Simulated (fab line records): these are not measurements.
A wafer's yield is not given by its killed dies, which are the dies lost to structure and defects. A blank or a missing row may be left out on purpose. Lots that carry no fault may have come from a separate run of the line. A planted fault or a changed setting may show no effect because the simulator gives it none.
What tool caused it? / flow gf180mcu / route of 602 steps, sampled at 1 step: 7 lots, 21 wafers

== WHAT THE GAUGES SHOWED, per wafer ==
GF_VT_IMPLANT_OVL_MEAS_07.
lot=L539; measured=day 5 17:42; on=overlay-02; VT_IMPLANT_OVL (nm)=0.1 1.5 1.1
lot=L543; measured=day 6 20:43; on=overlay-02; VT_IMPLANT_OVL (nm)=-0.2 0.3 -0.3
lot=L549; measured=day 8 20:08; on=overlay-01; VT_IMPLANT_OVL (nm)=-0.7 0.0 0.5
lot=L551; measured=day 9 05:10; on=overlay-01; VT_IMPLANT_OVL (nm)=-0.3 0.9 1.2
lot=L556; measured=day 10 09:17; on=overlay-02; VT_IMPLANT_OVL (nm)=1.0 0.5 1.0
lot=L559; measured=day 10 21:18; on=overlay-02; VT_IMPLANT_OVL (nm)=-0.4 0.8 -0.2
lot=L561; measured=day 11 11:52; on=overlay-02; VT_IMPLANT_OVL (nm)=0.5 -0.9 0.1

== WHAT TOOL EACH LOT RAN ON (gives the tool, then ch and the chambers of the sampled wafers, and finally the start) ==
Before these readings, the record contains no process step.

== THE ANSWER, worked out from the rows above alone ==
Rule: the usual values come from the lots themselves. Put in order of their means at a reading, lots are off if they are a third of the lots or fewer, leave a main group of 4 or more, and stand apart from it by a gap of 3 or more times the standard deviation of the main group's means; of several such gaps the widest counts. If all means in a main group match to the digits the tables above print for the reading, that group is not used. Also off: a lot with no number at a reading for which 4 or more lots have one. Where the step has rows for the other lots, those lots are counted as sound.
None of the lots is off at any reading shown; this tells nothing.

== WHAT HAD BEEN PUT IN BY THE SIMULATOR ==
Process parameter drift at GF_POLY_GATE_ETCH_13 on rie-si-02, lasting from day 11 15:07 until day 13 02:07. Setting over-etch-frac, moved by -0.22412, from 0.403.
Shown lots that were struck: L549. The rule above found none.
